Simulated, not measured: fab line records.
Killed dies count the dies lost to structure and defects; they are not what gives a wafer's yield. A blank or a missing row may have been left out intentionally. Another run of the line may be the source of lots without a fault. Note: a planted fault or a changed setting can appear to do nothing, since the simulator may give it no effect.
Comparing a struck lot with a sound one | flow sky130 | 16 steps out of a route of 708
Sound: wafers L236.1, L236.2, L236.4. Struck: wafer L225.4. (L225.3, L225.6 of the same lot were not struck and are left out.) The cause comes at the end.
Per side, at each step with rows, come the tool, then ch with its chambers, and then its first start. Under that, the readings that differ: sound wafers | struck wafers | difference of the means | sigmas: that difference in standard deviations of wafers without a fault.
alike: readings whose means differ by less than 2 such deviations, and words and numbers that are the same on both sides. not compared: withheld readings, readings that some wafer has no value for, bounds like >300 that may hide the same value, and numbers for which the record gives no deviation and whose values overlap.
Wherever a step has rows on one side only, a row that says differs or no value, or a row with sigmas, the two part there. When numbers do not overlap yet have no deviation, they are printed without sigmas and do not part them. A reading missing from all wafers of one side parts the sides only when that side holds two or more wafers.

first, 2 steps without rows for these wafers: SKY_METAL4_PEB_11; SKY_METAL4_DEVELOP_12 (develop time 60 s).
SKY_METAL4_CD_MEAS_13: target cd 300 nm.
  sound on cd sem-01, day 46 22:47; struck on cd sem-02, day 43 18:18
  alike: cd nm
SKY_METAL4_OVL_MEAS_14:
  sound on overlay-01, day 46 22:54; struck on overlay-02, day 43 18:23
  alike: METAL4_OVL
then, 1 step without rows for these wafers: SKY_METAL4_DESCUM_15 (chemistry O2, time 8 s).
SKY_METAL4_ETCH_16: etches BARC in N2/H2, stops on SiO2, time 88.2 s, target depth 60 nm.
  sound on rie metal-01 ch 0,1, day 46 22:58; struck on rie metal-04 ch 0, day 43 18:29
  reading                        | sound                | struck | difference | sigmas
  chamber pressure mTorr (mTorr) | 30.057 29.986 30.029 | 29.966 | -0.058     | -2
  alike: drypump motor current A, oes product au, throttle valve pct
  not compared: rf hours counter h
SKY_METAL4_ETCH_17: etches SiO2 in C4F8/O2/Ar, stops on TiN, time 3.9 s, target depth 15 nm.
  sound on rie diel-01 ch 0,1,3, day 46 23:04; struck on rie diel-01 ch 3, day 43 18:33
  reading                        | sound             | struck | difference | sigmas
  chamber pressure mTorr (mTorr) | 39.98 40.02 40.01 | 39.93  | -0.07      | -2
  alike: oes product au
  not compared: rf hours counter h
SKY_METAL4_METAL_ETCH_18: etches the open film in Cl2/BCl3, stops on SiO2, target depth 845 nm, time 183.1 s.
  sound on rie metal-04 ch 0,1, day 46 23:05; struck on rie metal-02 ch 1, day 43 18:37
  reading                        | sound               | struck | difference | sigmas
  chamber pressure mTorr (mTorr) | 9.994 10.007 10.004 | 10.020 | +0.018     | +2
  alike: drypump motor current A, oes product au, throttle valve pct
  not compared: rf hours counter h
SKY_METAL4_STRIP_19: strips in O2/N2.
  sound on plasma asher-01 ch 0,1, day 46 23:16; struck on plasma asher-03 ch 0, day 43 18:47
  alike: chamber pressure mTorr, drypump motor current A, oes product au, strip time to endpoint s
  not compared: rf hours counter h
then, 3 steps without rows for these wafers: SKY_METAL4_STRIP_20 (strips in post etch residue remover, time 1200 s); SKY_METAL4_CLEAN_21 (cleans in IPA, time 180 s); SKY_METAL4_CLEAN_22 (cleans in O3/DIW).
SKY_VIA4_HDPCVD_00: deposits SiO2, target thk 1750 nm, time 291.7 s.
  sound on hdpcvd-01 ch 0,1, day 46 23:52; struck on hdpcvd-02 ch 1, day 43 19:20
  reading                                  | sound          | struck | difference | sigmas
  model.SiO2_of_VIA4_HDPCVD_00.thk nm (nm) | 1738 1778 1767 | 2868   | +1107      |
SKY_VIA4_THK_MEAS_01:
  sound on film metro-03, day 47 00:02; struck on film metro-01, day 43 19:46
  reading              | sound          | struck | difference | sigmas
  VIA4_HDPCVD_THK (nm) | 1738 1777 1767 | 2869   | +1108      | +69
  not compared: hold
SKY_VIA4_CMP_02: polishes SiO2.
  sound on cmp-01 ch 0,1,3, day 47 00:08; struck on cmp-01 ch 3, day 43 23:09
  reading                      | sound             | struck                   | difference                   | sigmas
  hold                         | - - -             | await dispo/3.3h/release | no value on the sound wafers |
  retaining ring pressure frac | 1.004 1.000 1.003 | 0.992                    | -0.010                       | -2
  alike: motor current A
-- the record jumps here: 4 days lie between the struck wafers' starts before and after (it left off in module VIA4 and takes up again in module PAD_OPEN, whose first step shown is number 708 of the route) --
SKY_PAD_OPEN_PROBE_99:
  sound on prober-02, day 50 06:57; struck on prober-02, day 47 12:50
  alike: defect limited yield, killed_at_M0_to_M3, killed_at_M4_up, killed at contacts, killed at front end, killed at other, killed dies, killed open, killed short, sort_bin_3_pad_short, sort_bin_5_function, sort_bin_6_memory, sort n pass, sort yield pct

WHERE THEY PART
Earliest at SKY_METAL4_ETCH_16; latest, in this record, at SKY_VIA4_CMP_02. Later steps at which nothing parts them and some readings are alike: SKY_PAD_OPEN_PROBE_99.

WHY: what had been put in by the simulator
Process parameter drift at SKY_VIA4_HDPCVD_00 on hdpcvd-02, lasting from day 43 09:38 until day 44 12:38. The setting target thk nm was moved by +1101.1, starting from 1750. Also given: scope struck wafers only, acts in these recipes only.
